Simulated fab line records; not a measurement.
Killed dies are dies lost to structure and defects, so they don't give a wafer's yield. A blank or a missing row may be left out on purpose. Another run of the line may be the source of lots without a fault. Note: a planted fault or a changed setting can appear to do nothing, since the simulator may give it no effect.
A lot that was struck, set against a sound lot	flow sky130	32 out of 708 route steps
Sound: wafers L328.3, L328.4, L328.6. The struck wafers were L343.3, L343.4, L343.5. Last of all comes the cause.
For every step that has rows: the tool of each side, followed by ch and its chambers, followed by its first start. Under that, the readings that differ: sound wafers	struck wafers	difference of the means	sigmas: that difference in standard deviations of wafers without a fault.
alike: readings whose means differ by less than 2 such deviations, and words and numbers that are the same on both sides. not compared: withheld readings, readings that some wafer has no value for, bounds like >300 that may hide the same value, and numbers for which the record gives no deviation and whose values overlap.
A row with sigmas, a row that says differs or no value, or rows on one side alone: a step with any of these is where the two part. Numbers that don't overlap but have no deviation are shown without sigmas and don't part them. A reading that every wafer of one side lacks parts them only if that side has two wafers or more.

SKY_FIELD_ISO_BOW_MEAS_00:
  sound: film-metro-03 at day 2 01:02; struck: film-metro-01 at day 5 04:02
  alike: INCOMING_BOW
SKY_FIELD_ISO_OXIDATION_01: stabilise 600 s, purge 300 s, target thk 12 nm.
  sound on furnace-02 ch 0, day 2 01:07; struck on furnace-01 ch 0, day 5 05:17
reading	sound	struck	difference	sigmas
model.SiO2_of_FIELD_ISO_OXIDATION_01.thk-nm (nm)	12.1 12.25 12.49	10.52 10.37 10.2	-1.92	
  alike: zone-power-bottom-pct
SKY_FIELD_ISO_THK_MEAS_02:
  sound: film-metro-02 at day 2 02:39; struck: film-metro-01 at day 5 06:49
reading	sound	struck	difference	sigmas
FIELD_ISO_OXIDATION_00_THK (nm)	12.14 12.20 12.47	10.51 10.37 10.21	-1.91	-8
then, 1 step without rows for these wafers: SKY_FIELD_ISO_CVD_03 (deposits Si3N4 from DCS/NH3, target thk 165 nm, time 2830 s).
SKY_FIELD_ISO_THK_MEAS_04:
  sound: film-metro-03 at day 2 04:30; struck: film-metro-01 at day 5 08:40
  alike: FIELD_ISO_CVD_03_THK
then, 8 steps without rows for these wafers: SKY_FIELD_ISO_DEHYDRATE_05 (time 60 s); SKY_FIELD_ISO_HMDS_06 (prime time 60 s); SKY_FIELD_ISO_COAT_07 (resist thk 60 nm); SKY_FIELD_ISO_COAT_08 (resist thk 450 nm); SKY_FIELD_ISO_SOFTBAKE_09 (time 90 s); SKY_FIELD_ISO_EXPOSE_10 (exposes mask FOM, target cd 150 nm); SKY_FIELD_ISO_PEB_11; SKY_FIELD_ISO_DEVELOP_12 (develop time 60 s).
SKY_FIELD_ISO_CD_MEAS_13: target cd 150 nm.
  sound: cd-sem-02 at day 2 19:31; struck: cd-sem-02 at day 6 02:10
  alike: cd-nm
SKY_FIELD_ISO_ETCH_14: etches BARC in N2/H2, stops on SiO2, time 45.9 s, target depth 60 nm.
  sound on rie-diel-04 ch 0,2,3, day 2 19:36; struck on rie-diel-04 ch 0,1,3, day 6 02:15
  alike: drypump-motor-current-A, h2-flow-sccm, oes-product-au, throttle-valve-pct
  not compared: rf-hours-counter-h
SKY_FIELD_ISO_ETCH_15: etches the open film in CHF3/O2, stops on Si, target depth 180 nm, time 72 s.
  sound on rie-diel-04 ch 0,2,3, day 2 19:38; struck on rie-diel-04 ch 0,1,3, day 6 02:17
  alike: drypump-motor-current-A, oes-product-au, throttle-valve-pct
  not compared: rf-hours-counter-h
SKY_FIELD_ISO_STRIP_16: strips in O2/N2.
  sound on plasma-asher-03 ch 0,1, day 2 19:44; struck on plasma-asher-02 ch 0,1, day 6 02:23
  alike: drypump-motor-current-A, oes-product-au, strip-time-to-endpoint-s
  not compared: rf-hours-counter-h
SKY_FIELD_ISO_ETCH_17: etches Si in HBr/Cl2/O2, target depth 342 nm, time 97.7 s.
  sound on rie-si-01 ch 0,3, day 2 19:48; struck on rie-si-01 ch 0,3, day 6 02:27
  alike: drypump-motor-current-A, oes-product-au, throttle-valve-pct
  not compared: rf-hours-counter-h
then, 5 steps without rows for these wafers: SKY_FIELD_ISO_WET_ETCH_18 (etches Si3N4 in H3PO4, target depth 25 nm, time 286 s); SKY_FIELD_ISO_CLEAN_19 (cleans in SC1/SC2, time 150 s); SKY_FIELD_ISO_CLEAN_20 (cleans in dHF, time 20 s); SKY_FIELD_ISO_WET_ETCH_21 (etches SiO2 in dHF, target depth 20 nm, time 400 s); SKY_FIELD_ISO_OXIDATION_22 (stabilise 600 s, purge 300 s, target thk 10 nm).
SKY_FIELD_ISO_THK_MEAS_23:
  sound: film-metro-03 at day 2 21:20; struck: film-metro-03 at day 6 05:21
reading	sound	struck	difference	sigmas
FIELD_ISO_OXIDATION_01_THK (nm)	10.18 10.17 10.22	9.88 9.79 9.68	-0.41	-2
then, 1 step without rows for these wafers: SKY_FIELD_ISO_CVD_24 (deposits SiO2, target thk 595 nm, time 99.2 s).
SKY_FIELD_ISO_THK_MEAS_25:
  sound: film-metro-02 at day 2 21:28; struck: film-metro-03 at day 6 05:29
  alike: FIELD_ISO_CVD_24_THK
then, 1 step without rows for these wafers: SKY_FIELD_ISO_ANNEAL_26 (time 1800 s).
SKY_FIELD_ISO_CMP_27: polishes, stops on Si3N4, t overpolish 16 s, target thk 457.8 nm.
  sound on cmp-01 ch 0,3, day 2 23:38; struck on cmp-01 ch 1,2, day 6 07:37
  alike: motor-current-A
then, 1 step without rows for these wafers: SKY_FIELD_ISO_WET_ETCH_28 (etches SiO2 in dHF, target depth 23.7 nm, time 47 s).
SKY_FIELD_ISO_WET_ETCH_29: etches Si3N4 in H3PO4, target depth 160 nm, time 1825 s.
  sound on wet-bench-03 ch 1, day 2 23:58; struck on wet-bench-03 ch 2, day 6 07:56
reading	sound	struck	difference	sigmas
model.SiO2_of_FIELD_ISO_OXIDATION_01.thk-nm (nm)	11.78 11.93 12.17	10.19 10.05 9.876	-1.92	
  alike: bath-guard-temp-C
then, 1 step without rows for these wafers: SKY_FIELD_ISO_WET_ETCH_30 (etches SiO2 in dHF, target depth 25 nm, time 50 s).
-- here the record skips 44 days between the struck wafers' starts before and after, leaving off in module FIELD_ISO and picking up in module PAD_OPEN (first step shown: number 708 of the route) --
SKY_PAD_OPEN_PROBE_99:
  record: rows for the struck wafers here (prober-01, day 50 07:52), none for the sound ones

== WHERE THEY PART ==
At SKY_FIELD_ISO_THK_MEAS_02 first; at SKY_PAD_OPEN_PROBE_99 last (within this record only).

WHY: what had been put in by the simulator
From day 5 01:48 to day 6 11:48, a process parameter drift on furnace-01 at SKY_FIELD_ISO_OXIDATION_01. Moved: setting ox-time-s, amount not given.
